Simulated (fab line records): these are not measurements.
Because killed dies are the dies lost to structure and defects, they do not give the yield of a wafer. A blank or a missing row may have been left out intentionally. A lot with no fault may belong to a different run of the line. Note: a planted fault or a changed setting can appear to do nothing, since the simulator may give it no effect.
fab line records + flow gf180mcu
record:
- lots: 6
- wafers: 18
- lastDay: 34
route steps=602 shown V5@556 TOP_METAL@567
lots untouched by any fault: they come from a run of this same line in which no faults occurred
startH: hours from the record's opening day to when the first of the lot's shown wafers began + waitH: hours since the lot's step before + " repeats the value in the row above + L1.1+2: one row covering several wafers at once + - value missing, or start not given + * or withheld: withheld + < > ~ a bound
route shown NAME@n: NAME is a module with steps in the file, n the number in the route of the first one + usual: mean/standard deviation of fault-free wafers + same: alike in all rows + chamber/n: place in a boat + sites: the reading at each site + _std_site: the standard deviation of these + _edge_site: outer sites' mean less inner sites' + radiusMm: for every site, how far away it sits from the centre of the wafer + mask NAME#n: copy n + behind: the last tool/chamber to shape the wafer + hold: cause of the lot's hold/its duration in hours/its outcome + device: names the non-switching transistor (n, p or np) + end of line: the tests these same wafers got at the end of their route + a step given without rows: its recipe and nothing more + killed: not the wafer's yield, but the dies lost to structure and defects at the first sort + map: a wafer's dies, marking killed ones x, the rest . and places with no die _
set.NAME: the run value of the setting; set.NAME@STEP: its run value at that earlier step + model.NAME: the simulator's own value behind a step, which no gauge read
certain route steps with their lots: each step a table, each wafer a row
services: when a tool's chamber went out of use (startH, in hours from the record's first day, below 0 if earlier), for how many hours, and the reason
== steps ==
step: GF_V5_ETCH_16
recipe:
- chemistry: N2/H2
- targetDepthA: withheld
- overetchA: withheld
- timeS: withheld
- target: BARC
- ionEnergyEv: 200
- sourceW: 500
- biasW: 100
- pressureMtorr: 30
- n2FlowSccm: 100
- h2FlowSccm: 200
usual:
- drypumpMotorCurrentA: 6.1/0.45
- oesProductAu: 0.855/0.0044
- throttleValvePct: 13.225/0.0095
| lot.wafer | tool       | chamber | startH | waitH | drypumpMotorCurrentA | oesProductAu | throttleValvePct |
|-----------|------------|---------|--------|-------|----------------------|--------------|------------------|
| L812.1    | rieDiel-04 | 0       | 683.16 | 0.0   | 6.7                  | 0.854        | 13.212           |
| L812.5    | "          | 1       | "      | "     | 6.1                  | 0.849        | 13.215           |
| L812.6    | "          | 0       | "      | "     | 6.7                  | 0.855        | 13.216           |
| L818.3    | rieDiel-02 | 1       | 727.93 | 0.0   | 5.0                  | 0.851        | 13.233           |
| L818.4    | "          | 3       | "      | "     | 6.0                  | 0.854        | 13.224           |
| L818.6    | "          | 3       | "      | "     | 6.0                  | 0.853        | 13.247           |
| L819.4    | rieDiel-01 | 1       | 737.53 | 0.0   | 6.3                  | 0.855        | 13.230           |
| L819.5    | "          | 3       | "      | "     | 6.2                  | 0.849        | 13.223           |
| L819.6    | "          | 0       | "      | "     | 6.6                  | 0.858        | 13.238           |
| L823.2    | rieDiel-04 | 3       | 756.58 | 0.0   | 6.4                  | 0.863        | 13.226           |
| L823.5    | "          | 3       | "      | "     | 6.3                  | 0.854        | 13.235           |
| L823.6    | "          | 0       | "      | "     | 6.7                  | 0.857        | 13.226           |
| L825.1    | rieDiel-02 | 0       | 771.78 | 0.0   | 6.4                  | 0.857        | 13.239           |
| L825.5    | "          | 2       | "      | "     | 5.4                  | 0.854        | 13.234           |
| L825.6    | "          | 1       | "      | "     | 5.0                  | 0.860        | 13.205           |
| L827.2    | rieDiel-01 | 2       | 782.88 | 0.0   | 5.8                  | 0.854        | 13.220           |
| L827.4    | "          | 0       | "      | "     | 6.6                  | 0.862        | 13.237           |
| L827.5    | "          | 0       | "      | "     | 6.6                  | 0.855        | 13.224           |
step: GF_V5_ETCH_17
recipe:
- chemistry: C4F8/O2/Ar
- maskMaterial: KrF
- target: SiO2
- stopOn: TiN
- sourceW: 1500
- biasW: 1200
- pressureMtorr: 40
- c4f8FlowSccm: withheld
- O2_flow_sccm: 6
- Ar_flow_sccm: 300
- timeS: withheld
- targetDepthA: 8550
usual:
- oesProductAu: 0.859/0.0046
| lot.wafer | tool       | chamber | startH | waitH | oesProductAu |
|-----------|------------|---------|--------|-------|--------------|
| L812.1    | rieDiel-04 | 0       | -      | -     | 0.858        |
| L812.5    | "          | 1       | "      | "     | 0.851        |
| L812.6    | "          | 0       | "      | "     | 0.860        |
| L818.3    | rieDiel-02 | 1       | -      | -     | 0.869        |
| L818.4    | "          | 3       | "      | "     | 0.858        |
| L818.6    | "          | 3       | "      | "     | 0.858        |
| L819.4    | rieDiel-01 | 1       | -      | -     | 0.853        |
| L819.5    | "          | 3       | "      | "     | 0.861        |
| L819.6    | "          | 0       | "      | "     | 0.860        |
| L823.2    | rieDiel-04 | 3       | -      | -     | 0.861        |
| L823.5    | "          | 3       | "      | "     | 0.862        |
| L823.6    | "          | 0       | "      | "     | 0.861        |
| L825.1    | rieDiel-02 | 0       | -      | -     | 0.853        |
| L825.5    | "          | 2       | "      | "     | 0.855        |
| L825.6    | "          | 1       | "      | "     | 0.861        |
| L827.2    | rieDiel-01 | 2       | -      | -     | 0.849        |
| L827.4    | "          | 0       | "      | "     | 0.857        |
| L827.5    | "          | 0       | "      | "     | 0.854        |
step: GF_V5_STRIP_18
recipe:
- chemistry: O2/N2
- powerW: 1400
- pressureMtorr: 1500
- platenTempC: 250
- o2FlowSccm: 3000
- n2FlowSccm: 300
- overashFraction: 0.5
usual:
- drypumpMotorCurrentA: 5.62/0.25
- heaterPowerW: 323/23
- oesProductAu: 0.568/0.0051
| lot.wafer | tool           | chamber | startH | waitH | drypumpMotorCurrentA | heaterPowerW | oesProductAu | rfHoursCounterH |
|-----------|----------------|---------|--------|-------|----------------------|--------------|--------------|-----------------|
| L812.1    | plasmaAsher-03 | 1       | 683.32 | -     | 6.02                 | 294          | 0.560        | 56              |
| L812.5    | "              | 1       | "      | "     | 6.00                 | 301          | 0.569        | -               |
| L812.6    | "              | 0       | "      | "     | 5.14                 | 354          | 0.558        | -               |
| L818.3    | plasmaAsher-02 | 0       | 728.12 | -     | 5.61                 | 315          | 0.570        | -               |
| L818.4    | "              | 1       | "      | "     | 5.63                 | 313          | 0.568        | -               |
| L818.6    | "              | 0       | "      | "     | 5.58                 | 317          | 0.569        | -               |
| L819.4    | plasmaAsher-03 | 0       | 737.71 | -     | 5.16                 | 362          | 0.567        | -               |
| L819.5    | "              | 1       | "      | "     | 5.98                 | 300          | 0.582        | -               |
| L819.6    | "              | 0       | "      | "     | 5.15                 | 354          | 0.569        | -               |
| L823.2    | plasmaAsher-02 | 0       | 756.73 | -     | 5.59                 | 301          | 0.569        | 33              |
| L823.5    | "              | 0       | "      | "     | 5.59                 | 313          | 0.568        | -               |
| L823.6    | "              | 1       | "      | "     | 5.60                 | 314          | 0.557        | -               |
| L825.1    | plasmaAsher-02 | 0       | 771.94 | -     | 5.58                 | 310          | 0.566        | 35              |
| L825.5    | "              | 1       | "      | "     | 5.63                 | 318          | 0.573        | -               |
| L825.6    | "              | 0       | "      | "     | 5.58                 | 307          | 0.561        | -               |
| L827.2    | plasmaAsher-01 | 0       | 783.03 | -     | 5.92                 | 322          | 0.575        | 102             |
| L827.4    | "              | 1       | "      | "     | 5.58                 | 368          | 0.565        | -               |
| L827.5    | "              | 1       | "      | "     | 5.55                 | 358          | 0.564        | -               |
step: GF_V5_STRIP_19
recipe:
- chemistry: postEtchResidueRemover
- timeS: 1200
- tempC: 72.5
step: GF_V5_CLEAN_20
recipe:
- chemistry: DIW
- dry: n2Spin
step: GF_V5_SPUTTER_21
recipe:
- material: Ti
- targetThkNm: 15
- chamberPressurePa: 5
- powerW: 2500
- substrateTempC: 200
- timeS: 80.02
usual:
- cathodeDcPowerW: 2500.1/0.41
- chamberPressurePa: 5.000/0.01
- throttleValvePct: 30.1/0.93
| lot.wafer | tool          | chamber | startH | waitH | cathodeDcPowerW | chamberPressurePa | throttleValvePct |
|-----------|---------------|---------|--------|-------|-----------------|-------------------|------------------|
| L812.1    | pvdSputter-02 | -       | 683.86 | 0.0   | 2499.1          | 5.009             | 30.3             |
| L812.5    | "             | -       | "      | "     | 2500.3          | 4.987             | 29.2             |
| L812.6    | "             | -       | "      | "     | 2499.4          | 5.002             | 31.4             |
| L818.3    | pvdSputter-04 | -       | 728.96 | 0.0   | 2500.0          | 5.000             | 30.8             |
| L818.4    | "             | -       | "      | "     | 2499.8          | 5.001             | 30.8             |
| L818.6    | "             | -       | "      | "     | 2499.4          | 5.009             | 29.1             |
| L819.4    | pvdSputter-02 | -       | 738.65 | 0.0   | 2499.7          | 5.018             | 31.7             |
| L819.5    | "             | -       | "      | "     | 2500.3          | 4.993             | 29.1             |
| L819.6    | "             | -       | "      | "     | 2500.0          | 5.011             | 31.8             |
| L823.2    | pvdSputter-01 | -       | 757.27 | 0.0   | 2500.1          | 5.005             | 30.4             |
| L823.5    | "             | -       | "      | "     | 2499.7          | 5.011             | 29.8             |
| L823.6    | "             | -       | "      | "     | 2500.5          | 4.984             | 31.3             |
| L825.1    | pvdSputter-02 | -       | 772.48 | 0.0   | 2500.7          | 4.978             | 30.2             |
| L825.5    | "             | -       | "      | "     | 2500.2          | 4.991             | 30.4             |
| L825.6    | "             | -       | "      | "     | 2499.9          | 5.005             | 29.5             |
| L827.2    | pvdSputter-04 | -       | 783.56 | 0.0   | 2500.5          | 5.008             | 31.1             |
| L827.4    | "             | -       | "      | "     | 2500.3          | 4.996             | 29.2             |
| L827.5    | "             | -       | "      | "     | 2500.4          | 4.999             | 30.3             |
step: GF_V5_SPUTTER_22
recipe:
- material: TiN
- targetThkNm: 10
- chamberPressurePa: 5
- powerW: 4000
- timeS: 40
step: GF_V5_CVD_23
recipe:
- material: W
- targetThkNm: 350
- timeS: 104.9
- tempC: 400
- pressureTorr: 40
step: GF_V5_RS_MEAS_24
recipe:
- thkMeasGauge: four-point-probe
- reads: W_of_V5_CVD_23+TiN_of_V5_SPUTTER_22+Ti_of_V5_SPUTTER_21
usual:
- V5_W_RS: 0.325/0.0041
| lot.wafer | tool         | chamber | startH | waitH | V5_W_RS[ohm/sq] |
|-----------|--------------|---------|--------|-------|-----------------|
| L812.1    | filmMetro-04 | -       | 684.07 | 0.1   | 0.319           |
| L812.5    | "            | -       | "      | "     | 0.323           |
| L812.6    | "            | -       | "      | "     | 0.322           |
| L818.3    | filmMetro-04 | -       | 729.32 | 0.2   | 0.323           |
| L818.4    | "            | -       | "      | "     | 0.323           |
| L818.6    | "            | -       | "      | "     | 0.326           |
| L819.4    | filmMetro-04 | -       | 738.92 | 0.1   | 0.327           |
| L819.5    | "            | -       | "      | "     | 0.327           |
| L819.6    | "            | -       | "      | "     | 0.326           |
| L823.2    | filmMetro-03 | -       | 757.51 | 0.1   | 0.330           |
| L823.5    | "            | -       | "      | "     | 0.331           |
| L823.6    | "            | -       | "      | "     | 0.329           |
| L825.1    | filmMetro-04 | -       | 772.69 | 0.1   | 0.324           |
| L825.5    | "            | -       | "      | "     | 0.329           |
| L825.6    | "            | -       | "      | "     | 0.322           |
| L827.2    | filmMetro-02 | -       | 783.80 | 0.1   | 0.330           |
| L827.4    | "            | -       | "      | "     | 0.329           |
| L827.5    | "            | -       | "      | "     | 0.335           |
step: GF_V5_THK_MEAS_25
recipe:
- thkMeasGauge: xrf
- reads: W_of_V5_CVD_23
usual:
- V5_W_THK: 359/5.7
| lot.wafer | tool         | chamber | startH | waitH | V5_W_THK[nm] |
|-----------|--------------|---------|--------|-------|--------------|
| L812.1    | filmMetro-04 | -       | 684.19 | 0.1   | 358          |
| L812.5    | "            | -       | "      | "     | 354          |
| L812.6    | "            | -       | "      | "     | 359          |
| L818.3    | filmMetro-04 | -       | 729.42 | 0.1   | 360          |
| L818.4    | "            | -       | "      | "     | 358          |
| L818.6    | "            | -       | "      | "     | 355          |
| L819.4    | filmMetro-04 | -       | 739.01 | 0.1   | 354          |
| L819.5    | "            | -       | "      | "     | 354          |
| L819.6    | "            | -       | "      | "     | 357          |
| L823.2    | filmMetro-03 | -       | 757.62 | 0.1   | 354          |
| L823.5    | "            | -       | "      | "     | 357          |
| L823.6    | "            | -       | "      | "     | 359          |
| L825.1    | filmMetro-04 | -       | 772.81 | 0.1   | 355          |
| L825.5    | "            | -       | "      | "     | 350          |
| L825.6    | "            | -       | "      | "     | 355          |
| L827.2    | filmMetro-02 | -       | 783.91 | 0.1   | 354          |
| L827.4    | "            | -       | "      | "     | 355          |
| L827.5    | "            | -       | "      | "     | 346          |
step: GF_V5_CMP_26
recipe:
- stopOn: SiO2
- downForcePsi: 3.5
- platenRpm: 60
- tOverpolishS: 15
- targetThkNm: 0
- padVelocityMS: 0.94248
step: GF_TOP_METAL_SPUTTER_00
recipe:
- material: Ti
- targetThkNm: 37.5
- arrivingIonEnergyEv: 80
- substrateTempC: 200
- chamberPressurePa: 2
- powerW: 4000
- timeS: 150
step: GF_TOP_METAL_SPUTTER_01
recipe:
- material: TiN
- targetThkNm: 30
- powerW: 6500
- timeS: 25
- chamberPressurePa: 0.4
usual:
- cathodeDcPowerW: 6500.0/1.3
- chamberPressurePa: 0.4000/0.00079
- throttleValvePct: 30.0/1.1
| lot.wafer | tool          | chamber | startH | waitH | cathodeDcPowerW | chamberPressurePa | throttleValvePct |
|-----------|---------------|---------|--------|-------|-----------------|-------------------|------------------|
| L812.1    | pvdSputter-02 | -       | 684.65 | 0.1   | 6499.6          | 0.4011            | 29.0             |
| L812.5    | "             | -       | "      | "     | 6498.0          | 0.3995            | 29.1             |
| L812.6    | "             | -       | "      | "     | 6499.3          | 0.3989            | 31.8             |
| L818.3    | pvdSputter-01 | -       | 730.04 | 0.1   | -               | -                 | -                |
| L818.4    | "             | -       | "      | "     | -               | -                 | -                |
| L818.6    | "             | -       | "      | "     | -               | -                 | -                |
| L819.4    | pvdSputter-01 | -       | 739.74 | 0.0   | -               | -                 | -                |
| L819.5    | "             | -       | "      | "     | -               | -                 | -                |
| L819.6    | "             | -       | "      | "     | -               | -                 | -                |
| L823.2    | pvdSputter-02 | -       | 758.07 | 0.1   | 6501.0          | 0.3997            | 29.3             |
| L823.5    | "             | -       | "      | "     | 6497.9          | 0.4005            | 29.2             |
| L823.6    | "             | -       | "      | "     | 6501.2          | 0.4011            | 30.4             |
| L825.1    | pvdSputter-03 | -       | 773.27 | 0.1   | 6500.8          | 0.4010            | 31.2             |
| L825.5    | "             | -       | "      | "     | 6501.9          | 0.4012            | 31.2             |
| L825.6    | "             | -       | "      | "     | 6499.5          | 0.4008            | 29.5             |
| L827.2    | pvdSputter-01 | -       | 784.36 | 0.1   | 6500.4          | 0.3999            | 28.5             |
| L827.4    | "             | -       | "      | "     | 6500.1          | 0.3990            | 31.3             |
| L827.5    | "             | -       | "      | "     | 6501.6          | 0.3989            | 29.9             |
step: GF_TOP_METAL_SPUTTER_02
recipe:
- material: AlCu
- targetThkNm: 900
- powerW: 10600
- chamberPressurePa: 0.3
- substrateTempC: 250
- gas: Ar
- timeS: 47.82
usual:
- cathodeDcPowerW: 10600/1.9
- chamberPressurePa: 0.3000/0.00055
- throttleValvePct: 30.0/1
| lot.wafer | tool          | chamber | startH | waitH | cathodeDcPowerW | chamberPressurePa | throttleValvePct |
|-----------|---------------|---------|--------|-------|-----------------|-------------------|------------------|
| L812.1    | pvdSputter-02 | -       | 684.68 | 0.0   | 10598           | 0.3005            | 28.9             |
| L812.5    | "             | -       | "      | "     | 10599           | 0.2999            | 29.1             |
| L812.6    | "             | -       | "      | "     | 10604           | 0.2998            | 31.8             |
| L818.3    | pvdSputter-01 | -       | 730.07 | 0.0   | 10603           | 0.3006            | 31.4             |
| L818.4    | "             | -       | "      | "     | 10601           | 0.2993            | 30.3             |
| L818.6    | "             | -       | "      | "     | 10601           | 0.3004            | 28.1             |
| L819.4    | pvdSputter-01 | -       | 739.78 | 0.0   | 10599           | 0.3004            | 29.7             |
| L819.5    | "             | -       | "      | "     | 10596           | 0.2997            | 28.3             |
| L819.6    | "             | -       | "      | "     | 10601           | 0.3000            | 30.4             |
| L823.2    | pvdSputter-02 | -       | 758.10 | 0.0   | 10601           | 0.2998            | 29.0             |
| L823.5    | "             | -       | "      | "     | 10599           | 0.2996            | 29.1             |
| L823.6    | "             | -       | "      | "     | 10600           | 0.2995            | 30.3             |
| L825.1    | pvdSputter-03 | -       | 773.30 | 0.0   | 10602           | 0.2996            | 30.9             |
| L825.5    | "             | -       | "      | "     | 10600           | 0.3001            | 30.9             |
| L825.6    | "             | -       | "      | "     | 10602           | 0.2994            | 29.8             |
| L827.2    | pvdSputter-01 | -       | 784.39 | 0.0   | 10601           | 0.3004            | 28.4             |
| L827.4    | "             | -       | "      | "     | 10603           | 0.2997            | 31.5             |
| L827.5    | "             | -       | "      | "     | 10605           | 0.3000            | 29.6             |
== services ==
| tool           | chamber | startH | hours | kind          |
|----------------|---------|--------|-------|---------------|
| plasmaAsher-01 | -       | 671.21 | 1.4   | repair        |
| plasmaAsher-02 | -       | 682.53 | 3.0   | repair        |
| plasmaAsher-01 | -       | 696.12 | 2.3   | repair        |
| pvdSputter-04  | -       | 713.02 | 7.0   | repair        |
| rieDiel-01     | -       | 717.50 | 0.8   | repair        |
| pvdSputter-03  | -       | 725.57 | 0.7   | repair        |
| pvdSputter-02  | -       | 727.29 | 4.4   | repair        |
| plasmaAsher-02 | -       | 735.63 | 1.0   | repair        |
| rieDiel-02     | 1       | 761.08 | 4.3   | repair        |
| rieDiel-04     | 3       | 764.63 | 6.5   | repair        |
| rieDiel-04     | 3       | 771.17 | -     | clean         |
| rieDiel-04     | 3       | 771.17 | 18.9  | scheduledDown |
| rieDiel-04     | 3       | 771.17 | 18.9  | ventCycle     |
== key ==
firstSign:
- step: GF_TOP_METAL_SPUTTER_01
- reading: toolRecord
- direction: missing
effect none on later readings
metAt GF_TOP_METAL_SPUTTER_01
struckWafers L818.3,L818.4,L818.6,L819.4,L819.5,L819.6
laterRowsLeftOut L818.3,L818.4,L818.6,L819.4,L819.5,L819.6
sortLeftOut L818.3,L818.4,L818.6,L819.4,L819.5,L819.6
fault:
- kind: skippedStepWhole
- tool: pvdSputter-01
- chamber: -
- onsetH: 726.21
- steps: GF_TOP_METAL_SPUTTER_01
- scope: struckLotsOnly
sortLeftOut: the simulated sort isn't trusted on such a fault, so these wafers' sort isn't shown, and their yield isn't known
laterRowsLeftOut: the simulator's readings of these wafers behind a module that went badly wrong aren't trusted and aren't shown, but for the sort
